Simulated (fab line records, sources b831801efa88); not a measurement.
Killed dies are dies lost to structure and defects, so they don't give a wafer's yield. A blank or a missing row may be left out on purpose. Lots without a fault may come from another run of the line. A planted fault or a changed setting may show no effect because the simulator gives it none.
fab line records | flow sky130
record lots=5 wafers=15 last_day=50
route steps=708 shown VT_ADJUST_HVTR@131 VT_ADJUST_PCH@143 SONOS_TUNNEL@154 SONOS_ONO@168
lots that met no fault: from a run of the same line without faults
start_h: hours from the record's first day to the start of the lot's first wafer shown | wait_h: hours since the lot's step before | " the same as in the row above | L1.1+2: a row that stands for several wafers | - no value, or no start given | * or withheld: withheld | < > ~ a bound
route shown NAME@n: a module of which the file shows steps, and the number in the route of the first | usual: mean/standard deviation of fault-free wafers | same: alike in all rows | chamber/n: place in a boat | sites: the reading at each site | _std_site: their standard deviation | _edge_site: outer sites' mean less inner sites' | radius_mm: how far each site lies from the wafer's centre | mask NAME#n: copy n | behind: the tool/chamber that last shaped the wafer | hold: why the lot was held/for how many hours/how that ended | device: the transistor (n, p or np) that didn't switch | end of line: the same wafers' tests at the end of the route | a step without rows: its recipe alone | killed: dies lost to structure and defects at the first sort, not the wafer's yield | map: a wafer's dies, x killed, . not, _ none there
set.NAME: the setting as run; set.NAME@STEP: as run at that earlier step | model.NAME: the simulator's own value behind a step, which no gauge read
lots at some steps of the route; a table a step, a row a wafer
services: from which hour (start_h, from the record's first day; less than 0 if before it) a tool's chamber was out of use, for how many hours, and why
## steps
# step SKY_VT_ADJUST_HVTR_DEHYDRATE_00
# recipe temp_c=200 time_s=60
# columns lot.wafer tool chamber start_h wait_h
L075.2+4+5 litho_track-03 0 194.83 9.2
L085.1+4+6 litho_track-02 0 270.86 10.7
L086.1+5+6 litho_track-04 0 285.08 11.9
L093.1+3+4 litho_track-04 0 337.33 13.2
L095.2+3+6 litho_track-04 0 348.81 12.7
# step SKY_VT_ADJUST_HVTR_HMDS_01
# recipe prime_time_s=60 prime_temp_c=120
# usual prime_temp_c=120.00/0.15
# columns lot.wafer tool chamber start_h wait_h prime_temp_c
L075.2 litho_track-03 0 194.98 0.1 119.99
L075.4 " 0 " " 120.07
L075.5 " 0 " " 119.97
L085.1 litho_track-02 0 271.01 0.1 119.93
L085.4 " 0 " " 119.99
L085.6 " 0 " " 119.84
L086.1 litho_track-04 0 285.23 0.1 120.02
L086.5 " 0 " " 119.95
L086.6 " 0 " " 120.07
L093.1 litho_track-04 0 337.48 0.1 120.26
L093.3 " 0 " " 120.01
L093.4 " 0 " " 119.92
L095.2 litho_track-04 0 348.96 0.1 120.11
L095.3 " 0 " " 119.70
L095.6 " 0 " " 119.96
# step SKY_VT_ADJUST_HVTR_COAT_02
# recipe resist=NOVOLAK spin_rpm=3000 resist_thk_nm=1140
# columns lot.wafer tool chamber start_h wait_h
L075.2+4+5 litho_track-03 0 195.13 0.1
L085.1+4+6 litho_track-02 0 271.16 0.1
L086.1+5+6 litho_track-04 0 285.38 0.1
L093.1+3+4 litho_track-04 0 337.63 0.1
L095.2+3+6 litho_track-04 0 349.11 0.1
# step SKY_VT_ADJUST_HVTR_SOFTBAKE_03
# recipe temp_c=90 time_s=60 resist=NOVOLAK
# columns lot.wafer tool chamber start_h wait_h
L075.2+4+5 litho_track-03 0 195.28 0.1
L085.1+4+6 litho_track-02 0 271.31 0.1
L086.1+5+6 litho_track-04 0 285.53 0.1
L093.1+3+4 litho_track-04 0 337.78 0.1
L095.2+3+6 litho_track-04 0 349.26 0.1
# step SKY_VT_ADJUST_HVTR_EXPOSE_04
# recipe mask_id=HVTRM target_cd_nm=380 na=0.6 source_shape=conventional sigma_outer=0.6 dose_mj=150
# columns lot.wafer tool chamber start_h wait_h mask
L075.2+4+5 iline_stepper-01 0 - - HVTRM#0
L085.1+4+6 iline_stepper-02 0 - - HVTRM#0
L086.1+5+6 iline_stepper-02 0 - - HVTRM#0
L093.1+3+4 iline_stepper-01 0 - - HVTRM#0
L095.2+3+6 iline_stepper-02 0 - - HVTRM#0
# step SKY_VT_ADJUST_HVTR_PEB_05
# recipe temp_c=withheld time_s=* resist=NOVOLAK
# columns lot.wafer tool chamber start_h wait_h
L075.2+4+5 litho_track-04 0 - -
L085.1+4+6 litho_track-04 0 - -
L086.1+5+6 litho_track-04 0 - -
L093.1+3+4 litho_track-04 0 - -
L095.2+3+6 litho_track-03 0 - -
# step SKY_VT_ADJUST_HVTR_DEVELOP_06
# recipe develop_time_s=60 dev_temp_c=23
# usual developer_temp_C=22.97/0.11
# columns lot.wafer tool chamber start_h wait_h developer_temp_C
L075.2 litho_track-04 0 206.26 0.1 22.98
L075.4 " 0 " " 23.08
L075.5 " 0 " " 23.11
L085.1 litho_track-04 0 283.93 0.1 22.91
L085.4 " 0 " " 23.03
L085.6 " 0 " " 23.10
L086.1 litho_track-04 0 297.73 0.1 22.91
L086.5 " 0 " " 22.96
L086.6 " 0 " " 23.12
L093.1 litho_track-04 0 351.33 0.1 23.02
L093.3 " 0 " " 23.09
L093.4 " 0 " " 23.01
L095.2 litho_track-03 0 362.68 0.1 23.07
L095.3 " 0 " " 23.09
L095.6 " 0 " " 22.99
# step SKY_VT_ADJUST_HVTR_CD_MEAS_07
# recipe target_cd_nm=380
# usual cd_nm=379.6/2.6
# columns lot.wafer tool chamber start_h wait_h cd_nm
L075.2 cd_sem-02 - 206.40 0.1 377.0
L075.4 " - " " 376.8
L075.5 " - " " 376.8
L085.1 cd_sem-01 - 284.12 0.2 381.8
L085.4 " - " " 380.3
L085.6 " - " " 382.2
L086.1 cd_sem-01 - 297.88 0.1 381.5
L086.5 " - " " 382.8
L086.6 " - " " 379.9
L093.1 cd_sem-02 - 351.48 0.1 380.6
L093.3 " - " " 378.4
L093.4 " - " " 378.1
L095.2 cd_sem-01 - 362.82 0.1 374.2
L095.3 " - " " 375.2
L095.6 " - " " 376.8
# step SKY_VT_ADJUST_HVTR_OVL_MEAS_08
# usual VT_ADJUST_HVTR_OVL=-0.4/1.5
# columns lot.wafer tool chamber start_h wait_h VT_ADJUST_HVTR_OVL[nm]
L075.2 overlay-01 - 206.51 0.1 0.6
L075.4 " - " " 0.2
L075.5 " - " " 1.5
L085.1 overlay-02 - 284.24 0.1 -2.7
L085.4 " - " " -1.3
L085.6 " - " " 0.1
L086.1 overlay-02 - 298.00 0.1 -2.4
L086.5 " - " " -2.0
L086.6 " - " " 0.9
L093.1 overlay-01 - 351.60 0.1 -0.6
L093.3 " - " " 0.2
L093.4 " - " " -0.8
L095.2 overlay-02 - 362.93 0.1 -2.9
L095.3 " - " " -1.1
L095.6 " - " " -0.4
# step SKY_VT_ADJUST_HVTR_IMPLANT_09
# recipe species=B energy_kev=10 dose_cm2=2.1e+12 tilt_deg=withheld
# usual beam_on_s=9.99/0.22
# columns lot.wafer tool chamber start_h wait_h beam_on_s
L075.2 implanter-01 0 206.56 0.0 10.43
L075.4 " 0 " " 10.22
L075.5 " 0 " " 10.23
L085.1 implanter-04 0 284.27 0.0 9.71
L085.4 " 0 " " 10.07
L085.6 " 0 " " 9.96
L086.1 implanter-01 0 298.04 0.0 10.08
L086.5 " 0 " " 9.92
L086.6 " 0 " " 10.31
L093.1 implanter-02 0 351.64 0.0 9.89
L093.3 " 0 " " 10.04
L093.4 " 0 " " 9.67
L095.2 implanter-01 0 362.98 0.0 9.49
L095.3 " 0 " " 10.10
L095.6 " 0 " " 9.83
# step SKY_VT_ADJUST_HVTR_STRIP_10
# recipe chemistry=O2/N2 power_w=1400 pressure_mtorr=1500 platen_temp_c=withheld o2_flow_sccm=3000 n2_flow_sccm=300 overash_fraction=0.5
# usual chamber_pressure_mTorr=1499.9/1.4 drypump_motor_current_A=5.54/0.24 oes_product_au=0.716/0.0041 strip_time_to_endpoint_s=14.17/0.034
# columns lot.wafer tool chamber start_h wait_h chamber_pressure_mTorr drypump_motor_current_A oes_product_au rf_hours_counter_h strip_time_to_endpoint_s
L075.2 plasma_asher-03 1 206.69 0.1 1499.9 5.96 0.719 42 14.16
L075.4 " 0 " " 1500.1 5.43 0.721 - 14.16
L075.5 " 1 " " 1498.8 5.94 0.716 - 14.23
L085.1 plasma_asher-03 1 284.42 0.1 1501.1 5.95 0.707 50 14.16
L085.4 " 0 " " 1498.6 5.43 0.717 - 14.16
L085.6 " 1 " " 1501.4 5.95 0.714 - 14.18
L086.1 plasma_asher-02 1 298.19 0.1 1498.8 5.49 0.717 17 14.11
L086.5 " 0 " " 1499.3 5.44 0.720 - 14.12
L086.6 " 1 " " 1499.5 5.54 0.712 - 14.13
L093.1 plasma_asher-03 0 351.79 0.1 1500.3 5.43 0.715 57 14.17
L093.3 " 0 " " 1498.7 5.43 0.717 - 14.19
L093.4 " 1 " " 1499.0 5.95 0.715 - 14.14
L095.2 plasma_asher-01 1 363.11 0.1 1500.7 5.19 0.708 66 14.15
L095.3 " 1 " " 1500.6 5.26 0.717 - 14.15
L095.6 " 1 " " 1500.8 5.21 0.719 - 14.16
# step SKY_VT_ADJUST_HVTR_TW_MEAS_11
# usual VT_ADJUST_HVTR_TW=210.0/1.2
# columns lot.wafer tool chamber start_h wait_h VT_ADJUST_HVTR_TW
L075.2 film_metro-01 - 206.80 0.1 213.6
L075.4 " - " " 211.6
L075.5 " - " " 211.2
L085.1 film_metro-04 - 284.52 0.1 210.8
L085.4 " - " " 210.3
L085.6 " - " " 211.1
L086.1 film_metro-02 - 298.29 0.1 208.1
L086.5 " - " " 207.2
L086.6 " - " " 208.5
L093.1 film_metro-01 - 351.89 0.1 211.6
L093.3 " - " " 210.9
L093.4 " - " " 210.7
L095.2 film_metro-02 - 363.22 0.1 209.1
L095.3 " - " " 208.2
L095.6 " - " " 208.7
# step SKY_VT_ADJUST_PCH_DEHYDRATE_00
# recipe temp_c=200 time_s=60
# columns lot.wafer tool chamber start_h wait_h
L075.2+4+5 litho_track-01 0 217.37 10.6
L085.1+4+6 litho_track-03 0 295.90 11.4
L086.1+5+6 litho_track-01 0 310.49 12.2
L093.1+3+4 litho_track-03 0 364.70 12.8
L095.2+3+6 litho_track-01 0 376.97 13.7
# step SKY_VT_ADJUST_PCH_HMDS_01
# recipe prime_time_s=60 prime_temp_c=120
# usual prime_temp_c=120.00/0.14
# columns lot.wafer tool chamber start_h wait_h prime_temp_c
L075.2 litho_track-01 0 217.52 0.1 120.03
L075.4 " 0 " " 120.12
L075.5 " 0 " " 120.15
L085.1 litho_track-03 0 296.05 0.1 119.96
L085.4 " 0 " " 119.84
L085.6 " 0 " " 119.92
L086.1 litho_track-01 0 310.64 0.1 120.09
L086.5 " 0 " " 120.17
L086.6 " 0 " " 119.95
L093.1 litho_track-03 0 364.85 0.1 120.23
L093.3 " 0 " " 120.20
L093.4 " 0 " " 120.09
L095.2 litho_track-01 0 377.12 0.1 119.69
L095.3 " 0 " " 119.89
L095.6 " 0 " " 119.71
# step SKY_VT_ADJUST_PCH_COAT_02
# recipe spin_rpm=2000 resist_thk_nm=3000
# columns lot.wafer tool chamber start_h wait_h
L075.2+4+5 litho_track-01 0 217.67 0.1
L085.1+4+6 litho_track-03 0 296.20 0.1
L086.1+5+6 litho_track-01 0 310.79 0.1
L093.1+3+4 litho_track-03 0 365.00 0.1
L095.2+3+6 litho_track-01 0 377.27 0.1
# step SKY_VT_ADJUST_PCH_SOFTBAKE_03
# recipe temp_c=110 time_s=withheld
# columns lot.wafer tool chamber start_h wait_h
L075.2+4+5 litho_track-01 0 217.83 0.1
L085.1+4+6 litho_track-03 0 296.35 0.1
L086.1+5+6 litho_track-01 0 310.94 0.1
L093.1+3+4 litho_track-03 0 365.15 0.1
L095.2+3+6 litho_track-01 0 377.43 0.1
# step SKY_VT_ADJUST_PCH_EXPOSE_04
# recipe mask_id=NWM na=0.6 source_shape=conventional sigma_outer=0.6 polarization=unpolarized target_cd_nm=840 dose_mj=255
# columns lot.wafer tool chamber start_h wait_h mask
L075.2+4+5 iline_stepper-01 0 - - NWM#0
L085.1+4+6 iline_stepper-01 0 - - NWM#0
L086.1+5+6 iline_stepper-01 0 - - NWM#0
L093.1+3+4 iline_stepper-02 0 - - NWM#0
L095.2+3+6 iline_stepper-02 0 - - NWM#0
# step SKY_VT_ADJUST_PCH_PEB_05
# recipe temp_c=115 time_s=withheld
# columns lot.wafer tool chamber start_h wait_h
L075.2+4+5 litho_track-04 0 - -
L085.1+4+6 litho_track-01 0 - -
L086.1+5+6 litho_track-01 0 - -
L093.1+3+4 litho_track-01 0 - -
L095.2+3+6 litho_track-01 0 - -
# step SKY_VT_ADJUST_PCH_DEVELOP_06
# recipe wall_angle_deg=90 developer=TMAH develop_time_s=60 dev_temp_c=23
# usual developer_temp_C=22.99/0.11
# columns lot.wafer tool chamber start_h wait_h developer_temp_C
L075.2 litho_track-04 0 - - 22.94
L075.4 " 0 " " 22.81
L075.5 " 0 " " 22.78
L085.1 litho_track-01 0 - - 23.07
L085.4 " 0 " " 23.08
L085.6 " 0 " " 23.07
L086.1 litho_track-01 0 - - 23.04
L086.5 " 0 " " 23.15
L086.6 " 0 " " 23.12
L093.1 litho_track-01 0 - - 23.29
L093.3 " 0 " " 23.17
L093.4 " 0 " " 23.11
L095.2 litho_track-01 0 - - 22.90
L095.3 " 0 " " 22.99
L095.6 " 0 " " 22.98
# step SKY_VT_ADJUST_PCH_OVL_MEAS_07
# usual VT_ADJUST_PCH_OVL=-0.2/1.6
# columns lot.wafer tool chamber start_h wait_h VT_ADJUST_PCH_OVL[nm]
L075.2 overlay-01 - 229.19 - 2.3
L075.4 " - " " 3.4
L075.5 " - " " 1.6
L085.1 overlay-02 - 309.26 - -1.5
L085.4 " - " " -4.8
L085.6 " - " " -1.7
L086.1 overlay-01 - 323.84 - -0.7
L086.5 " - " " -2.8
L086.6 " - " " -2.3
L093.1 overlay-01 - 379.54 - 1.0
L093.3 " - " " 0.6
L093.4 " - " " -0.2
L095.2 overlay-02 - 392.25 - -0.3
L095.3 " - " " -1.7
L095.6 " - " " -1.0
# step SKY_VT_ADJUST_PCH_IMPLANT_08
# recipe species=B energy_kev=10 dose_cm2=5e+11 tilt_deg=withheld
# usual beam_on_s=9.99/0.19
# columns lot.wafer tool chamber start_h wait_h beam_on_s
L075.2 implanter-01 0 229.24 0.0 10.00
L075.4 " 0 " " 9.90
L075.5 " 0 " " 9.81
L085.1 implanter-01 0 309.29 0.0 9.87
L085.4 " 0 " " 9.98
L085.6 " 0 " " 9.80
L086.1 implanter-04 0 323.88 0.0 9.96
L086.5 " 0 " " 10.01
L086.6 " 0 " " 9.97
L093.1 implanter-01 0 379.58 0.0 10.08
L093.3 " 0 " " 10.19
L093.4 " 0 " " 10.02
L095.2 implanter-01 0 392.31 0.0 10.12
L095.3 " 0 " " 9.65
L095.6 " 0 " " 10.08
# step SKY_VT_ADJUST_PCH_STRIP_09
# recipe chemistry=O2/N2 power_w=1400 pressure_mtorr=1500 platen_temp_c=withheld o2_flow_sccm=3000 n2_flow_sccm=300 overash_fraction=0.5
# usual chamber_pressure_mTorr=1500.1/1.4 drypump_motor_current_A=5.55/0.16 oes_product_au=0.723/0.0048 strip_time_to_endpoint_s=36.95/0.099
# columns lot.wafer tool chamber start_h wait_h chamber_pressure_mTorr drypump_motor_current_A oes_product_au rf_hours_counter_h strip_time_to_endpoint_s
L075.2 plasma_asher-02 1 229.37 0.1 1497.6 5.55 0.722 10 36.91
L075.4 " 0 " " 1499.6 5.50 0.726 - 36.99
L075.5 " 1 " " 1499.2 5.52 0.726 - 37.02
L085.1 plasma_asher-04 1 309.44 0.1 1497.1 5.42 0.718 60 36.96
L085.4 " 1 " " 1500.3 5.41 0.714 - 36.92
L085.6 " 1 " " 1498.5 5.38 0.725 - 36.92
L086.1 plasma_asher-03 1 324.03 0.1 1499.9 5.96 0.717 54 36.94
L086.5 " 0 " " 1497.8 5.43 0.731 - 36.98
L086.6 " 1 " " 1501.5 5.96 0.724 - 36.94
L093.1 plasma_asher-02 1 379.73 0.1 1498.5 5.49 0.722 25 36.98
L093.3 " 0 " " 1498.9 5.49 0.728 - 37.00
L093.4 " 1 " " 1500.2 5.53 0.713 - 36.94
L095.2 plasma_asher-02 1 392.43 0.1 1501.1 5.51 0.728 26 36.99
L095.3 " 0 " " 1503.0 5.47 0.729 - 37.06
L095.6 " 1 " " 1500.3 5.50 0.719 - 36.91
# step SKY_VT_ADJUST_PCH_TW_MEAS_10
# usual VT_ADJUST_PCH_TW=142.0/0.72
# columns lot.wafer tool chamber start_h wait_h VT_ADJUST_PCH_TW
L075.2 film_metro-01 - 229.48 0.1 142.5
L075.4 " - " " 143.0
L075.5 " - " " 142.9
L085.1 film_metro-03 - 309.54 0.1 141.2
L085.4 " - " " 141.7
L085.6 " - " " 141.2
L086.1 film_metro-02 - 324.13 0.1 141.0
L086.5 " - " " 140.8
L086.6 " - " " 141.1
L093.1 film_metro-03 - 379.83 0.1 142.2
L093.3 " - " " 142.0
L093.4 " - " " 141.8
L095.2 film_metro-03 - 392.54 0.1 141.9
L095.3 " - " " 141.2
L095.6 " - " " 142.2
# step SKY_SONOS_TUNNEL_DEHYDRATE_00
# recipe temp_c=200 time_s=60
# columns lot.wafer tool chamber start_h wait_h
L075.2+4+5 litho_track-02 0 240.33 10.8
L085.1+4+6 litho_track-03 0 321.60 12.0
L086.1+5+6 litho_track-03 0 337.45 13.3
L093.1+3+4 litho_track-01 0 393.54 13.7
L095.2+3+6 litho_track-01 0 406.52 14.0
# step SKY_SONOS_TUNNEL_HMDS_01
# recipe prime_time_s=60 prime_temp_c=120
# usual prime_temp_c=119.99/0.15
# columns lot.wafer tool chamber start_h wait_h prime_temp_c
L075.2 litho_track-02 0 240.48 0.1 120.03
L075.4 " 0 " " 119.98
L075.5 " 0 " " 120.30
L085.1 litho_track-03 0 321.75 0.1 119.94
L085.4 " 0 " " 120.01
L085.6 " 0 " " 120.07
L086.1 litho_track-03 0 337.60 0.1 119.86
L086.5 " 0 " " 119.98
L086.6 " 0 " " 119.97
L093.1 litho_track-01 0 393.69 0.1 120.02
L093.3 " 0 " " 120.02
L093.4 " 0 " " 120.26
L095.2 litho_track-01 0 406.67 0.1 120.13
L095.3 " 0 " " 120.04
L095.6 " 0 " " 120.13
# step SKY_SONOS_TUNNEL_COAT_02
# recipe resist=NOVOLAK spin_rpm=3000 resist_thk_nm=1140
# columns lot.wafer tool chamber start_h wait_h
L075.2+4+5 litho_track-02 0 240.63 0.1
L085.1+4+6 litho_track-03 0 321.90 0.1
L086.1+5+6 litho_track-03 0 337.75 0.1
L093.1+3+4 litho_track-01 0 393.84 0.1
L095.2+3+6 litho_track-01 0 406.82 0.1
# step SKY_SONOS_TUNNEL_SOFTBAKE_03
# recipe temp_c=90 time_s=60 resist=NOVOLAK
# columns lot.wafer tool chamber start_h wait_h
L075.2+4+5 litho_track-02 0 240.78 0.1
L085.1+4+6 litho_track-03 0 322.05 0.1
L086.1+5+6 litho_track-03 0 337.90 0.1
L093.1+3+4 litho_track-01 0 393.99 0.1
L095.2+3+6 litho_track-01 0 406.97 0.1
# step SKY_SONOS_TUNNEL_EXPOSE_04
# recipe mask_id=TUNM na=0.6 source_shape=conventional sigma_outer=0.6 polarization=unpolarized target_cd_nm=410 dose_mj=136
# columns lot.wafer tool chamber start_h wait_h mask
L075.2+4+5 iline_stepper-02 0 - - TUNM#0
L085.1+4+6 iline_stepper-02 0 - - TUNM#0
L086.1+5+6 iline_stepper-02 0 - - TUNM#0
L093.1+3+4 iline_stepper-01 0 - - TUNM#0
L095.2+3+6 iline_stepper-01 0 - - TUNM#0
# step SKY_SONOS_TUNNEL_PEB_05
# recipe temp_c=withheld time_s=* resist=NOVOLAK
# columns lot.wafer tool chamber start_h wait_h
L075.2+4+5 litho_track-01 0 - -
L085.1+4+6 litho_track-01 0 - -
L086.1+5+6 litho_track-01 0 - -
L093.1+3+4 litho_track-02 0 - -
L095.2+3+6 litho_track-01 0 - -
# step SKY_SONOS_TUNNEL_DEVELOP_06
# recipe resist=NOVOLAK developer=TMAH develop_time_s=60 dev_temp_c=23
# usual developer_temp_C=22.97/0.098
# columns lot.wafer tool chamber start_h wait_h developer_temp_C
L075.2 litho_track-01 0 252.77 0.1 22.84
L075.4 " 0 " " 23.09
L075.5 " 0 " " 22.97
L085.1 litho_track-01 0 335.59 0.1 23.16
L085.4 " 0 " " 22.98
L085.6 " 0 " " 23.07
L086.1 litho_track-01 0 351.04 0.1 23.04
L086.5 " 0 " " 23.01
L086.6 " 0 " " 23.05
L093.1 litho_track-02 0 408.25 0.1 23.07
L093.3 " 0 " " 22.88
L093.4 " 0 " " 22.99
L095.2 litho_track-01 0 421.97 0.1 22.94
L095.3 " 0 " " 22.79
L095.6 " 0 " " 23.11
# step SKY_SONOS_TUNNEL_CD_MEAS_07
# recipe target_cd_nm=410
# usual cd_nm=409.6/2.2
# columns lot.wafer tool chamber start_h wait_h cd_nm
L075.2 cd_sem-02 - 252.92 0.1 407.5
L075.4 " - " " 408.8
L075.5 " - " " 408.7
L085.1 cd_sem-01 - 335.74 0.1 409.4
L085.4 " - " " 410.8
L085.6 " - " " 412.9
L086.1 cd_sem-01 - 351.19 0.1 412.7
L086.5 " - " " 410.9
L086.6 " - " " 411.5
L093.1 cd_sem-01 - 408.40 0.1 409.0
L093.3 " - " " 407.9
L093.4 " - " " 408.4
L095.2 cd_sem-02 - 422.11 0.1 405.9
L095.3 " - " " 410.2
L095.6 " - " " 408.1
# step SKY_SONOS_TUNNEL_OVL_MEAS_08
# usual SONOS_TUNNEL_OVL=0.5/1.2
# columns lot.wafer tool chamber start_h wait_h SONOS_TUNNEL_OVL[nm]
L075.2 overlay-01 - 253.02 0.1 0.9
L075.4 " - " " 0.6
L075.5 " - " " 1.6
L085.1 overlay-01 - 335.86 0.1 0.5
L085.4 " - " " 1.9
L085.6 " - " " 2.5
L086.1 overlay-02 - 351.31 0.1 2.4
L086.5 " - " " 0.1
L086.6 " - " " 1.2
L093.1 overlay-01 - 408.52 0.1 2.4
L093.3 " - " " -0.1
L093.4 " - " " 0.5
L095.2 overlay-01 - 422.22 0.1 0.1
L095.3 " - " " 1.3
L095.6 " - " " 0.8
# step SKY_SONOS_TUNNEL_IMPLANT_09
# recipe species=B energy_kev=20 dose_cm2=1e+12 tilt_deg=withheld
# usual beam_on_s=9.96/0.21
# columns lot.wafer tool chamber start_h wait_h beam_on_s
L075.2 implanter-04 0 253.08 0.0 10.05
L075.4 " 0 " " 10.11
L075.5 " 0 " " 9.95
L085.1 implanter-03 0 335.90 0.0 9.94
L085.4 " 0 " " 10.28
L085.6 " 0 " " 10.02
L086.1 implanter-03 0 351.35 0.0 9.83
L086.5 " 0 " " 9.94
L086.6 " 0 " " 10.15
L093.1 implanter-04 0 408.56 0.0 9.98
L093.3 " 0 " " 9.82
L093.4 " 0 " " 9.93
L095.2 implanter-03 0 422.28 0.0 9.99
L095.3 " 0 " " 10.03
L095.6 " 0 " " 10.03
# step SKY_SONOS_TUNNEL_WET_ETCH_10
# recipe chemistry=dHF target_depth_nm=14 target=SiO2 dilution=100:1 temp_c=25 time_s=280
# columns lot.wafer tool chamber start_h wait_h
L075.2+4+5 wet_bench-03 3 253.20 0.1
L085.1+4+6 wet_bench-02 3 336.05 0.1
L086.1+5+6 wet_bench-04 0 351.50 0.1
L093.1+3+4 wet_bench-03 2 408.71 0.1
L095.2+3+6 wet_bench-02 3 422.40 0.1
# step SKY_SONOS_TUNNEL_STRIP_11
# recipe chemistry=SPM time_s=600 temp_c=130
# columns lot.wafer tool chamber start_h wait_h
L075.2+4+5 wet_bench-02 2 253.30 0.0
L085.1+4+6 wet_bench-03 0 336.14 0.0
L086.1+5+6 wet_bench-02 3 351.59 0.0
L093.1+3+4 wet_bench-02 3 408.80 0.0
L095.2+3+6 wet_bench-03 1 422.49 0.0
# step SKY_SONOS_TUNNEL_TW_MEAS_12
# usual SONOS_TUNNEL_TW=196.3/1.1
# columns lot.wafer tool chamber start_h wait_h SONOS_TUNNEL_TW
L075.2 film_metro-02 - 253.48 0.0 196.5
L075.4 " - " " 195.0
L075.5 " - " " 195.1
L085.1 film_metro-04 - 336.31 0.0 195.7
L085.4 " - " " 196.7
L085.6 " - " " 196.2
L086.1 film_metro-02 - 351.76 0.0 195.9
L086.5 " - " " 195.3
L086.6 " - " " 194.1
L093.1 film_metro-03 - 408.97 0.0 196.9
L093.3 " - " " 197.2
L093.4 " - " " 196.9
L095.2 film_metro-03 - 422.67 0.0 197.0
L095.3 " - " " 196.8
L095.6 " - " " 196.5
# step SKY_SONOS_TUNNEL_CLEAN_13
# recipe chemistry=dHF time_s=20 dilution=100:1 dry=ipa_marangoni
# columns lot.wafer tool chamber start_h wait_h
L075.2+4+5 wet_bench-04 0 253.53 0.0
L085.1+4+6 wet_bench-02 3 336.37 0.1
L086.1+5+6 wet_bench-03 3 351.82 0.1
L093.1+3+4 wet_bench-03 1 409.03 0.1
L095.2+3+6 wet_bench-02 0 422.72 0.0
# step SKY_SONOS_ONO_OXIDATION_00
# recipe temp_c=800 ambient=O2 idle_temp_c=700 ramp_up_c_per_min=10 ramp_down_c_per_min=3 stabilise_s=600 purge_s=300 target_thk_a=26 ox_time_s=1249
# usual spike_tc_bottom_C=823.4/1.8 spike_tc_centre_C=800.0/1.1 spike_tc_upper_C=800.5/1
# same stabilise_s=600
# columns lot.wafer tool chamber start_h wait_h spike_tc_bottom_C spike_tc_centre_C spike_tc_upper_C
L075.2 furnace-02 0 255.59 2.0 825.1 801.2 802.5
L075.4 " 0 " " 823.2 800.2 801.8
L075.5 " 0 " " 823.0 800.0 799.5
L085.1 furnace-01 0 336.84 0.5 821.9 800.0 798.4
L085.4 " 0 " " 819.7 800.6 802.3
L085.6 " 0 " " 820.7 798.7 799.5
L086.1 furnace-02 0 353.80 2.0 825.2 799.4 799.7
L086.5 " 0 " " 824.2 802.4 801.5
L086.6 " 0 " " 823.3 800.9 801.1
L093.1 furnace-02 0 409.05 0.0 825.9 800.2 801.2
L093.3 " 0 " " 824.8 801.0 799.9
L093.4 " 0 " " 824.8 799.9 801.3
L095.2 furnace-02 0 423.33 0.6 823.0 799.5 801.1
L095.3 " 0 " " 826.6 801.3 799.9
L095.6 " 0 " " 823.9 801.5 801.4
# step SKY_SONOS_ONO_THK_MEAS_01
# recipe reads=SiO2_of_SONOS_ONO_OXIDATION_00
# usual SONOS_ONO_OXIDATION_THK=2.62/0.061
# columns lot.wafer tool chamber start_h wait_h SONOS_ONO_OXIDATION_THK[nm]
L075.2 film_metro-01 - 256.95 0.0 2.64
L075.4 " - " " 2.59
L075.5 " - " " 2.63
L085.1 film_metro-04 - 338.19 0.0 2.57
L085.4 " - " " 2.58
L085.6 " - " " 2.57
L086.1 film_metro-03 - 355.14 0.0 2.66
L086.5 " - " " 2.62
L086.6 " - " " 2.63
L093.1 film_metro-01 - 410.39 0.0 2.63
L093.3 " - " " 2.62
L093.4 " - " " 2.57
L095.2 film_metro-03 - 424.69 0.0 2.58
L095.3 " - " " 2.63
L095.6 " - " " 2.61
# step SKY_SONOS_ONO_CVD_02
# recipe material=Si3N4 precursor=DCS/NH3 target_thk_nm=10.5 temp_c=770 time_s=180 pressure_mtorr=250
# usual spike_tc_bottom_C=791.4/0.94 spike_tc_centre_C=769.3/1.1 spike_tc_upper_C=769.5/0.99
# columns lot.wafer tool chamber start_h wait_h spike_tc_bottom_C spike_tc_centre_C spike_tc_upper_C
L075.2 lpcvd-02 0 257.44 0.5 791.8 767.0 767.5
L075.4 " 0 " " 791.9 771.7 769.8
L075.5 " 0 " " 792.2 771.1 769.1
L085.1 lpcvd-02 0 338.69 0.5 792.7 768.9 770.4
L085.4 " 0 " " 793.7 770.1 768.8
L085.6 " 0 " " 790.8 770.9 768.2
L086.1 lpcvd-02 0 358.57 3.4 791.2 771.0 769.9
L086.5 " 0 " " 792.3 768.4 771.5
L086.6 " 0 " " 791.2 770.4 769.6
L093.1 lpcvd-02 0 410.81 0.4 791.4 768.5 769.3
L093.3 " 0 " " 791.1 770.0 771.3
L093.4 " 0 " " 792.3 770.3 770.3
L095.2 lpcvd-02 1 424.74 0.0 791.5 770.3 770.3
L095.3 " 1 " " 792.7 767.6 770.3
L095.6 " 1 " " 791.7 769.3 770.7
# step SKY_SONOS_ONO_THK_MEAS_03
# recipe reads=Si3N4_of_SONOS_ONO_CVD_02
# usual SONOS_ONO_CVD_02_THK=10.53/0.13
# columns lot.wafer tool chamber start_h wait_h SONOS_ONO_CVD_02_THK[nm]
L075.2 film_metro-03 - 258.50 0.0 10.64
L075.4 " - " " 10.64
L075.5 " - " " 10.66
L085.1 film_metro-01 - 339.74 0.0 10.65
L085.4 " - " " 10.66
L085.6 " - " " 10.64
L086.1 film_metro-04 - 359.62 0.0 10.37
L086.5 " - " " 10.48
L086.6 " - " " 10.51
L093.1 film_metro-03 - 411.86 0.0 10.59
L093.3 " - " " 10.55
L093.4 " - " " 10.67
L095.2 film_metro-04 - 425.80 0.0 10.57
L095.3 " - " " 10.37
L095.6 " - " " 10.49
## services
# columns tool chamber start_h hours kind
implanter-03 - 177.56 5.0 pm
iline_stepper-01 - 180.06 2.1 pm
implanter-04 - 206.64 4.9 pm
implanter-03 - 208.29 0.7 repair
iline_stepper-02 - 210.34 1.7 pm
wet_bench-03 - 212.49 4.4 pm
furnace-01 - 241.94 2.9 pm
furnace-02 - 245.42 4.2 pm
furnace-01 - 245.61 7.5 repair
lpcvd-02 - 247.51 1.2 repair
implanter-03 - 254.79 6.2 pm
plasma_asher-04 - 266.30 1.3 repair
furnace-01 - 294.00 3.9 pm
implanter-04 - 307.88 3.4 pm
implanter-04 - 312.77 2.4 repair
implanter-04 - 356.70 1.8 repair
plasma_asher-03 - 357.60 0.5 repair
iline_stepper-01 - 363.24 1.7 pm
implanter-01 - 364.49 3.7 repair
implanter-01 - 397.68 5.1 pm
wet_bench-03 - 397.82 2.4 repair
iline_stepper-02 - 399.92 17.0 repair
furnace-02 - 414.82 3.0 pm
implanter-04 - 418.78 1.2 repair
## key
fault none
